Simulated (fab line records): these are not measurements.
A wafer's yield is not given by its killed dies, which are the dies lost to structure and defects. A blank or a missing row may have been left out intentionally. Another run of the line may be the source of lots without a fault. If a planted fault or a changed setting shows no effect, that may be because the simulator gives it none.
A lot that was struck, set against a sound lot ; flow sky130 ; 44 out of 708 route steps
Sound: the wafers L293.1, L293.4, L293.6. Struck: wafer L311.2 (left out: L311.4, L311.5 of the same lot, which were not struck); the cause appears at the end.
Each step with rows lists, per side, the tool, then ch with its chambers, then its first start. Under that, the readings that differ: sound wafers ; struck wafers ; difference of the means ; sigmas: that difference in standard deviations of wafers without a fault.
alike: a reading whose means differ by less than 2 such deviations, as well as words and numbers matching on both sides. not compared: withheld readings; readings where some wafer has no value; bounds like >300 that might hide an equal value; numbers whose values overlap and for which the record gives no deviation.
The two part at a step that has a row with sigmas, a row that says differs or no value, or rows on one side only. Non-overlapping numbers with no deviation appear without sigmas and do not part them. A reading missing from all wafers of one side parts the sides only when that side holds two or more wafers.

first, 3 steps without rows for these wafers: SKY_VIA2_STRIP_17 (strips in post etch residue remover, time 1200 s); SKY_VIA2_CLEAN_18 (cleans in IPA, time 180 s); SKY_VIA2_CLEAN_19 (cleans in O3/DIW).
SKY_VIA2_SPUTTER_20: material TiN, target thk 20 nm, time 80 s.
  struck on pvd sputter-03, day 41 16:34; sound on pvd sputter-02, day 36 02:10
reading;sound;struck;difference;sigmas
throttle valve pct (%);29.8 31.6 31.4;29.1;-1.8;-2
SKY_VIA2_CVD_21: deposits W, target thk 420 nm, time 126.4 s.
  sound on cvd w-01 ch 0, day 36 02:14; struck on cvd w-01 ch 1, day 41 16:40
reading;sound;struck;difference;sigmas
susceptor temp C (C);399.58 399.91 399.90;400.58;+0.78;+4
  alike: heater power w
SKY_VIA2_RS_MEAS_22: measurement is done with a four-point probe.
  struck on film metro-04, day 41 16:55; sound on film metro-02, day 36 02:22
  alike: VIA2_W_RS
SKY_VIA2_THK_MEAS_23: measures by xrf.
  struck on film metro-04, day 41 17:01; sound on film metro-02, day 36 02:29
  alike: VIA2_W_THK
then, 3 steps without rows for these wafers: SKY_VIA2_CMP_24 (polishes, stops on SiO2, t overpolish 20 s, target thk 0 nm); SKY_METAL3_SPUTTER_00 (material Ti, target thk 15 nm, time 10 s); SKY_METAL3_SPUTTER_01 (material TiN, target thk 20 nm, time 16.7 s).
SKY_METAL3_SPUTTER_02: material AlCu, target thk 735 nm, time 39.1 s.
  struck on pvd sputter-01, day 41 17:25; sound on pvd sputter-01, day 36 02:53
reading;sound;struck;difference;sigmas
throttle valve pct (%);31.2 30.4 29.0;28.4;-1.8;-2
then, 1 step without rows for these wafers: SKY_METAL3_SPUTTER_03 (material Ti, target thk 5 nm, time 3.3 s).
SKY_METAL3_SPUTTER_04: material TiN, target thk 70 nm, time 58.3 s.
  struck on pvd sputter-01, day 41 17:28; sound on pvd sputter-01, day 36 02:56
reading;sound;struck;difference;sigmas
throttle valve pct (%);31.6 30.6 29.3;28.7;-1.8;-2
model.TiN_of_METAL3_SPUTTER_04.thk nm (nm);70.52 70.56 69.95;27.4;-42.9;
then, 1 step without rows for these wafers: SKY_CAPM_CVD_00 (deposits SiO2, target thk 15.5 nm).
SKY_CAPM_THK_MEAS_01:
  struck on film metro-02, day 41 17:33; sound on film metro-04, day 36 03:01
  alike: CAPM_CVD_00_THK
then, 1 step without rows for these wafers: SKY_CAPM_SPUTTER_02 (material TiN, target thk 200 nm, time 166.7 s).
SKY_CAPM_RS_MEAS_03: measurement is done with a four-point probe.
  struck on film metro-02, day 41 17:44; sound on film metro-02, day 36 03:11
reading;sound;struck;difference;sigmas
CAPM_TIN_RS (ohm/sq);7.07 7.10 6.97;6.77;-0.28;-3
SKY_CAPM_THK_MEAS_04: measures by xrf.
  struck on film metro-02, day 41 17:50; sound on film metro-02, day 36 03:19
reading;sound;struck;difference;sigmas
CAPM_TIN_THK (nm);195.0 193.7 196.6;203.1;+8.0;+3
then, 7 steps without rows for these wafers: SKY_CAPM_DEHYDRATE_05 (time 60 s); SKY_CAPM_HMDS_06 (prime time 60 s); SKY_CAPM_COAT_07 (resist thk 1140 nm); SKY_CAPM_SOFTBAKE_08 (time 60 s); SKY_CAPM_EXPOSE_09 (exposes mask CAPM, target cd 1000 nm); SKY_CAPM_PEB_10; SKY_CAPM_DEVELOP_11 (develop time 60 s).
SKY_CAPM_OVL_MEAS_12:
  struck on overlay-01, day 42 17:13; sound on overlay-01, day 37 05:10
  alike: CAPM_OVL
then, 1 step without rows for these wafers: SKY_CAPM_METAL_ETCH_13 (etches TiN in Cl2/BCl3, stops on SiO2, target depth 220 nm, time 62.9 s).
SKY_CAPM_STRIP_14: strips in O2/N2.
  sound on plasma asher-04 ch 0,1, day 37 05:16; struck on plasma asher-02 ch 1, day 42 17:19
  alike: drypump motor current A, oes product au, strip time to endpoint s
  not compared: rf hours counter h
then, 11 steps without rows for these wafers: SKY_CAPM_STRIP_15 (strips in post etch residue remover, time 1200 s); SKY_CAPM_CLEAN_16 (cleans in IPA, time 180 s); SKY_CAPM_CLEAN_17 (cleans in O3/DIW); SKY_METAL3_DEHYDRATE_05 (time 60 s); SKY_METAL3_HMDS_06 (prime time 60 s); SKY_METAL3_COAT_07 (resist thk 60 nm); SKY_METAL3_COAT_08 (resist thk 1140 nm); SKY_METAL3_SOFTBAKE_09 (time 90 s); SKY_METAL3_EXPOSE_10 (exposes mask MM3, target cd 300 nm); SKY_METAL3_PEB_11; SKY_METAL3_DEVELOP_12 (develop time 60 s).
SKY_METAL3_CD_MEAS_13: target cd 300 nm.
  struck on cd sem-02, day 43 17:20; sound on cd sem-01, day 38 07:20
  alike: cd nm
SKY_METAL3_OVL_MEAS_14:
  struck on overlay-02, day 43 17:26; sound on overlay-01, day 38 07:28
  alike: METAL3_OVL
SKY_METAL3_DESCUM_15: chemistry O2, time 8 s.
  sound on rie metal-01 ch 0,1, day 38 07:29; struck on rie metal-01 ch 0, day 43 17:28
reading;sound;struck;difference;sigmas
oes product au (a.u.);1.007 0.998 1.007;0.981;-0.023;-3
  alike: drypump motor current A
  not compared: rf hours counter h
SKY_METAL3_METAL_ETCH_18: etches the open film in Cl2/BCl3, stops on SiO2, target depth 845 nm, time 183.1 s.
  sound on rie metal-02 ch 1, day 38 07:38; struck on rie metal-03 ch 1, day 43 17:37
reading;sound;struck;difference;sigmas
oes product au (a.u.);0.869 0.863 0.870;0.835;-0.032;-5
  alike: drypump motor current A, throttle valve pct
  not compared: rf hours counter h
-- the record jumps here: 6 days lie between the struck wafers' starts before and after (it left off in module METAL3 and takes up again in module PAD_OPEN, whose first step shown is number 708 of the route) --
SKY_PAD_OPEN_PROBE_99:
  struck on prober-01, day 49 22:07; sound on prober-02, day 45 15:37
reading;sound;struck;difference;sigmas
model.etest.via3 chain.rc ohm;9.778 9.863 9.422;8.451;-1.237;
  alike: defect limited yield, killed_at_M0_to_M3, killed_at_M4_up, killed at contacts, killed at front end, killed at other, killed dies, killed open, killed short, sort_bin_3_pad_short, sort_bin_5_function, sort_bin_6_memory, sort n pass, sort yield pct

WHERE THEY PART
First at SKY_VIA2_SPUTTER_20; last, within this record, at SKY_METAL3_METAL_ETCH_18. Later steps at which nothing parts them and some readings are alike: SKY_PAD_OPEN_PROBE_99.

WHY: the cause the simulator had injected
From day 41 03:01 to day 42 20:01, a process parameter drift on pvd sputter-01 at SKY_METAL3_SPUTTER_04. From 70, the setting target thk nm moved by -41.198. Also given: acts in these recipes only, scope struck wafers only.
